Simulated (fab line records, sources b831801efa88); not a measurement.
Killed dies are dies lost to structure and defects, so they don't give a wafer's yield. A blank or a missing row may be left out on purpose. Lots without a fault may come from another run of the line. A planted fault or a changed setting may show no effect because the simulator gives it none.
Chamber matching | flow sky130 | SKY_CONTACT_CMP_04 on cmp-01: 4 sister chambers
The step polishes SiO2. 4 wafers are shown with their chamber, then 7 later ones without.

WAFERS WITH THEIR CHAMBER
wafer  | chamber | motor_current_A (A)
L857.2 | 3       | 12.7
L859.2 | 2       | 13.2
L860.1 | 1       | 13.6
L860.3 | 0       | 12.1

WAFERS WITHOUT THEIR CHAMBER
wafer  | motor_current_A (A)
L860.6 | 14.6
L861.1 | 12.1
L861.2 | 13.2
L861.6 | 13.0
L867.1 | 14.1
L867.2 | 12.4
L867.5 | 12.9

WHICH CHAMBER EACH WENT THROUGH
wafer  | from the rows above               | in truth
L860.6 | can't be placed: 1 or 2 or 3      | 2
L861.1 | can't be placed: 0 or 3           | 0
L861.2 | can't be placed: 2 or 1 or 3      | 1
L861.6 | can't be placed: 2 or 3 or 1 or 0 | 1
L867.1 | can't be placed: 1 or 2 or 3      | 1
L867.2 | can't be placed: 3 or 0 or 2 or 1 | 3
L867.5 | can't be placed: 3 or 2 or 1 or 0 | 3
Placed correctly: 0 of 7. Can't be placed from these rows: 7 (the true chamber is among the candidates in 7). Placed wrongly: 0.
How it was worked out, from the rows above alone: a wafer's distance from a chamber is the root of the sum, over the readings, of the square of ((its reading less the chamber's mean) divided by the reading's scatter). The wafer belongs to the nearest chamber; if the next one is less than 2 further off, it can't be placed. A chamber's mean is the mean of its shown wafers. The scatter: with one shown wafer a chamber, the root of the mean of the squares of how far each hidden wafer lies from its nearest shown one.
